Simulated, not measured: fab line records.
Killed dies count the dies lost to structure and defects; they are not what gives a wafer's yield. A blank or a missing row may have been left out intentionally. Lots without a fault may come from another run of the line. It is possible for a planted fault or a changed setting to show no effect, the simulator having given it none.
Struck lot and sound lot, side by side || flow sky130 || 16 out of 708 route steps
Sound: wafers L178.1, L178.5, L178.6. Wafers struck: L188.2, L188.3, L188.4. At the end, the cause is stated.
Order at every step that has rows: each side's tool, ch and its chambers, its first start. Under that, the readings that differ: sound wafers || struck wafers || difference of the means || sigmas: that difference in standard deviations of wafers without a fault.
alike: a reading whose means differ by less than 2 such deviations, as well as words and numbers matching on both sides. not compared: withheld readings; readings where some wafer has no value; bounds like >300 that might hide an equal value; numbers whose values overlap and for which the record gives no deviation.
A row with sigmas, a row that says differs or no value, or rows on one side alone: a step with any of these is where the two part. Numbers that have no deviation but don't overlap get no sigmas and don't part them. A reading that every wafer of one side lacks parts them only if that side has two wafers or more.

SKY_VIA2_CMP_02: polishes SiO2.
  sound on cmp-02 ch 0,2,3, day 36 15:45; struck on cmp-01 ch 0,2,3, day 40 18:05
  alike: edge zone pressure frac, motor current A, platen rpm
SKY_VIA2_BOW_MEAS_03:
  sound: film metro-02 at day 36 15:57; struck: film metro-02 at day 40 18:21
  alike: VIA2_BOW
then, 4 steps without rows for these wafers: SKY_VIA2_DEHYDRATE_04 (time 60 s); SKY_VIA2_HMDS_05 (prime time 60 s); SKY_VIA2_COAT_06 (resist thk 60 nm); SKY_VIA2_COAT_07 (resist thk 450 nm).
SKY_VIA2_SOFTBAKE_08: time 91.75 s.
  sound: litho track-04 ch 0; struck: litho track-03 ch 0
  alike: plate sensor t centre C, plate sensor t edge C, softbake temp c
then, 3 steps without rows for these wafers: SKY_VIA2_EXPOSE_09 (exposes mask VIM2, target cd 200 nm); SKY_VIA2_PEB_10; SKY_VIA2_DEVELOP_11 (develop time 60 s).
SKY_VIA2_CD_MEAS_12 targets a cd of 200 nm.
  sound: cd sem-02 at day 37 18:45; struck: cd sem-01 at day 41 18:21
  alike: cd nm
SKY_VIA2_OVL_MEAS_13:
  sound: overlay-01 at day 37 18:52; struck: overlay-01 at day 41 18:27
  alike: VIA2_OVL
SKY_VIA2_ETCH_14: etches BARC in N2/H2, stops on SiO2, time 45.9 s, target depth 60 nm.
  sound on rie diel-04 ch 2,3, day 37 18:55; struck on rie diel-02 ch 1,2,3, day 41 18:29
{"reading": "drypump motor current A (A)", "sound": "6.0 6.9 6.0", "struck": "5.2 5.0 5.3", "difference": -1.1, "sigmas": -2}
{"reading": "oes product au (a.u.)", "sound": "0.858 0.855 0.854", "struck": "0.995 0.999 0.991", "difference": "+0.139", "sigmas": "+28"}
{"reading": "run length s (s)", "sound": "74.0 73.9 74.0", "struck": "51.0 51.2 51.8", "difference": -22.6, "sigmas": -43}
{"reading": "model.KrF-thick_of_VIA2_COAT_07.thk nm (nm)", "sound": "395.1 394.9 394.9", "struck": "414.2 415.7 414.2", "difference": "+19.7", "sigmas": ""}
{"reading": "model.etch.depth nm (nm)", "sound": "59.89 59.93 59.98", "struck": "39.23 39.53 39.34", "difference": -20.57, "sigmas": ""}
{"reading": "model.VIA2.cd nm (nm)", "sound": "198.7 201.1 199.8", "struck": "196.3 196 196.3", "difference": -3.7, "sigmas": ""}
  alike: n2 flow sccm, throttle valve pct
  not compared: rf hours counter h
SKY_VIA2_ETCH_15: etches SiO2 in C4F8/O2/Ar, stops on TiN, target depth 546 nm, time 84 s.
  sound on rie diel-04 ch 2,3, day 37 18:57; struck on rie diel-02 ch 1,2,3, day 41 18:31
{"reading": "oes product au (a.u.)", "sound": "0.944 0.939 0.938", "struck": "0.378 0.381 0.369", "difference": -0.564, "sigmas": "-99 or more"}
{"reading": "model.KrF-thick_of_VIA2_COAT_07.thk nm (nm)", "sound": "286.2 286.1 285.8", "struck": "304.6 307.4 305.3", "difference": "+19.7", "sigmas": ""}
{"reading": "model.VIA2.cd nm (nm)", "sound": "202.3 199.1 202.5", "struck": "196.2 197.3 198.8", "difference": -3.9, "sigmas": ""}
  alike: run length s
  not compared: rf hours counter h
SKY_VIA2_STRIP_16: strips in O2/N2.
  sound on plasma asher-02 ch 0,1, day 37 19:01; struck on plasma asher-01 ch 0,1, day 41 18:35
{"reading": "oes product au (a.u.)", "sound": "0.403 0.398 0.407", "struck": "0.412 0.415 0.415", "difference": "+0.011", "sigmas": "+3"}
{"reading": "strip time to endpoint s (s)", "sound": "4.070 4.052 4.061", "struck": "4.271 4.318 4.281", "difference": "+0.229", "sigmas": "+10"}
  alike: drypump motor current A, n2 flow sccm
  not compared: rf hours counter h
then, 1 step without rows for these wafers: SKY_VIA2_STRIP_17 (strips in post etch residue remover, time 1200 s).

== WHERE THEY PART ==
Earliest at SKY_VIA2_ETCH_14; latest, in this record, at SKY_VIA2_STRIP_16.

WHY: what had been put in by the simulator
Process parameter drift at SKY_VIA2_ETCH_14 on rie diel-02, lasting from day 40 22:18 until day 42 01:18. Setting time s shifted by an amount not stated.
